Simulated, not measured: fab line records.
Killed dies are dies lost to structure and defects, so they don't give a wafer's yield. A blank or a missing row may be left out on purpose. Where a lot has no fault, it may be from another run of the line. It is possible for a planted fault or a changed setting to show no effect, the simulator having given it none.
Which of the tools did it? :: flow gf180mcu :: 36 wafers from 12 lots sampled at 4 of the route's 602 steps

WHAT EACH GAUGE READ, for each wafer
GF_M1_CD_MEAS_14: the cd target is 230 nm.
lot: L193
measured: day 17 05:34
on: cd sem-02
cd nm (nm): 229.0 229.0 230.2

lot: L195
measured: day 17 20:26
on: cd sem-01
cd nm (nm): 229.8 229.5 230.1

lot: L197
measured: day 18 13:58
on: cd sem-02
cd nm (nm): 229.8 230.1 229.8

lot: L198
measured: day 19 00:39
on: cd sem-01
cd nm (nm): 230.2 231.8 232.0

lot: L203
measured: day 20 22:43
on: cd sem-01
cd nm (nm): 230.1 229.0 229.6

lot: L204
measured: day 21 14:04
on: cd sem-02
cd nm (nm): 230.7 230.6 229.5

lot: L207
measured: day 22 05:34
on: cd sem-01
cd nm (nm): 227.8 228.1 228.1

lot: L206
measured: day 22 08:34
on: cd sem-02
cd nm (nm): 229.1 229.2 228.9

lot: L209
measured: day 22 22:10
on: cd sem-01
cd nm (nm): 231.0 231.7 231.9

lot: L214
measured: day 24 22:36
on: cd sem-01
cd nm (nm): 230.8 230.5 231.5

lot: L215
measured: day 25 01:44
on: cd sem-02
cd nm (nm): 227.3 227.1 226.6

lot: L216
measured: day 25 03:34
on: cd sem-01
cd nm (nm): 230.1 230.1 229.9

GF_V1_CD_MEAS_14: the cd target is 260 nm.
lot: L193
measured: day 18 06:22
on: cd sem-01
cd nm (nm): 258.4 258.4 258.5

lot: L195
measured: day 18 21:48
on: cd sem-01
cd nm (nm): 259.1 258.1 259.4

lot: L197
measured: day 19 16:21
on: cd sem-01
cd nm (nm): 258.1 258.8 259.1

lot: L198
measured: day 20 02:14
on: cd sem-01
cd nm (nm): 260.3 261.8 261.2

lot: L203
measured: day 21 23:14
on: cd sem-02
cd nm (nm): 249.9 250.3 251.1

lot: L204
measured: day 22 15:04
on: cd sem-01
cd nm (nm): 252.6 253.4 253.9

lot: L207
measured: day 23 05:38
on: cd sem-02
cd nm (nm): 260.2 260.0 260.9

lot: L206
measured: day 23 07:58
on: cd sem-02
cd nm (nm): 257.4 259.1 258.6

lot: L209
measured: day 24 02:20
on: cd sem-02
cd nm (nm): 260.1 260.0 260.5

lot: L214
measured: day 25 21:01
on: cd sem-02
cd nm (nm): 260.9 260.6 260.7

lot: L215
measured: day 26 00:48
on: cd sem-02
cd nm (nm): 260.4 260.1 260.6

lot: L216
measured: day 26 02:01
on: cd sem-02
cd nm (nm): 261.1 261.3 262.3

WHAT TOOL EACH LOT RAN ON (gives the tool, then ch and the chambers of the sampled wafers, and finally the start)
lot: L193
GF_V1_CVD_02: pecvd-04 ch 0,1, day 17 06:37
GF_V1_EXPOSE_11: krf scanner-01 ch 0, day 17 18:49

lot: L195
GF_V1_CVD_02: pecvd-01 ch 0,1,2, day 17 21:21
GF_V1_EXPOSE_11: krf scanner-02 ch 0, day 18 10:00

lot: L197
GF_V1_CVD_02: pecvd-01 ch 1,2, day 18 14:59
GF_V1_EXPOSE_11: krf scanner-02 ch 0, day 19 04:15

lot: L198
GF_V1_CVD_02: pecvd-02 ch 0,1,2, day 19 01:46
GF_V1_EXPOSE_11: krf scanner-02 ch 0, day 19 14:27

lot: L203
GF_V1_CVD_02: pecvd-04 ch 1,2, day 20 23:39
GF_V1_EXPOSE_11: krf scanner-02 ch 0, day 21 12:08

lot: L204
GF_V1_CVD_02: pecvd-04 ch 0,1, day 21 15:00
GF_V1_EXPOSE_11: krf scanner-02 ch 0, day 22 03:44

lot: L207
GF_V1_CVD_02: pecvd-02 ch 0,2, day 22 06:31
GF_V1_EXPOSE_11: krf scanner-01 ch 0, day 22 19:12

lot: L206
GF_V1_CVD_02: pecvd-04 ch 0,2, day 22 09:31
GF_V1_EXPOSE_11: krf scanner-01 ch 0, day 22 22:01

lot: L209
GF_V1_CVD_02: pecvd-04 ch 0,2, day 22 23:10
GF_V1_EXPOSE_11: krf scanner-01 ch 0, day 23 14:45

lot: L214
GF_V1_CVD_02: pecvd-04 ch 0,2, day 24 23:35
GF_V1_EXPOSE_11: krf scanner-01 ch 0, day 25 10:15

lot: L215
GF_V1_CVD_02: pecvd-02 ch 0,1,2, day 25 02:44
GF_V1_EXPOSE_11: krf scanner-01 ch 0, day 25 13:13

lot: L216
GF_V1_CVD_02: pecvd-02 ch 1,2, day 25 04:32
GF_V1_EXPOSE_11: krf scanner-01 ch 0, day 25 15:37
- GF_V1_CVD_02: deposits SiO2 from TEOS, target thk 850 nm, time 94.851 s.
- GF_V1_EXPOSE_11: exposes mask Via1, target cd 260 nm.

WHAT THE TOOLS THEMSELVES READ (means of the sampled wafers that have a number; where no wafer has one, the mark that the record gives instead)
GF_V1_CVD_02.
lot: L193
tool: pecvd-04
heater power w (W): 604

lot: L195
tool: pecvd-01
heater power w (W): 607

lot: L197
tool: pecvd-01
heater power w (W): 642

lot: L198
tool: pecvd-02
heater power w (W): 660

lot: L203
tool: pecvd-04
heater power w (W): 716

lot: L204
tool: pecvd-04
heater power w (W): 555

lot: L207
tool: pecvd-02
heater power w (W): 681

lot: L206
tool: pecvd-04
heater power w (W): 591

lot: L209
tool: pecvd-04
heater power w (W): 586

lot: L214
tool: pecvd-04
heater power w (W): 701

lot: L215
tool: pecvd-02
heater power w (W): 628

lot: L216
tool: pecvd-02
heater power w (W): 652

GF_V1_EXPOSE_11.
lot: L193
tool: krf scanner-01
exposure dose mJ cm2: 38.15

lot: L195
tool: krf scanner-02
exposure dose mJ cm2: 37.93

lot: L197
tool: krf scanner-02
exposure dose mJ cm2: 37.94

lot: L198
tool: krf scanner-02
exposure dose mJ cm2: 37.93

lot: L203
tool: krf scanner-02
exposure dose mJ cm2: 35.85

lot: L204
tool: krf scanner-02
exposure dose mJ cm2: 36.28

lot: L207
tool: krf scanner-01
exposure dose mJ cm2: 38.15

lot: L206
tool: krf scanner-01
exposure dose mJ cm2: 38.12

lot: L209
tool: krf scanner-01
exposure dose mJ cm2: 38.14

lot: L214
tool: krf scanner-01
exposure dose mJ cm2: 38.11

lot: L215
tool: krf scanner-01
exposure dose mJ cm2: 38.12

lot: L216
tool: krf scanner-01
exposure dose mJ cm2: 38.19

THE ANSWER, worked out from the rows above alone
Rule: the usual values come from the lots themselves. The widest of any qualifying gaps counts: lots, ordered by their means at a reading, are off when they make up no more than a third of the lots, leave a main group of 4 or more, and stand apart from it by 3 or more times the standard deviation of that group's means. A main group is skipped when, at the precision printed for the reading in the tables above, its means are all equal. A lot without any number at a reading at which 4 lots or more have one is off too. Where the step has rows for the other lots, those lots are counted as sound. The gauges are gone through in route order, then the tools' own readings, and for those a lot's mean is taken as printed above. At the first step where some lot is off, the reading lying furthest off is the one used; lots without a number count as furthest.
Off: L203, L204, at GF_V1_CD_MEAS_14 (cd nm). The main group: mean 259.9 nm, standard deviation 1.1.
A tool fits if, at a process step before that reading, it ran every lot that is off, and no sound lot after the first of them. Not tried: the gauges at GF_V1_CD_MEAS_14; whatever is off there is also off at GF_V1_EXPOSE_11, on other tools, and gauge error can't account for it. One fits: GF_V1_EXPOSE_11 on krf scanner-02. A fault onset in the window from L198 (day 19 14:27, its last sound lot) to L203 (day 21 12:08, its first lot off) fits.
The tool's own readings at GF_V1_EXPOSE_11 bear it out: on the lots that are off they differ by more than 5 times the standard deviation of the sound lots' means. exposure dose mJ cm2 reads 36.06 there against 38.08 on the sound lots.

WHAT THE SIMULATOR PUT IN
Drift in process parameters on krf scanner-02 at GF_V1_EXPOSE_11, starting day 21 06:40. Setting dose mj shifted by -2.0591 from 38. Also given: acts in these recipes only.
Shown lots that were struck: L203, L204. Same finding as the rule above.
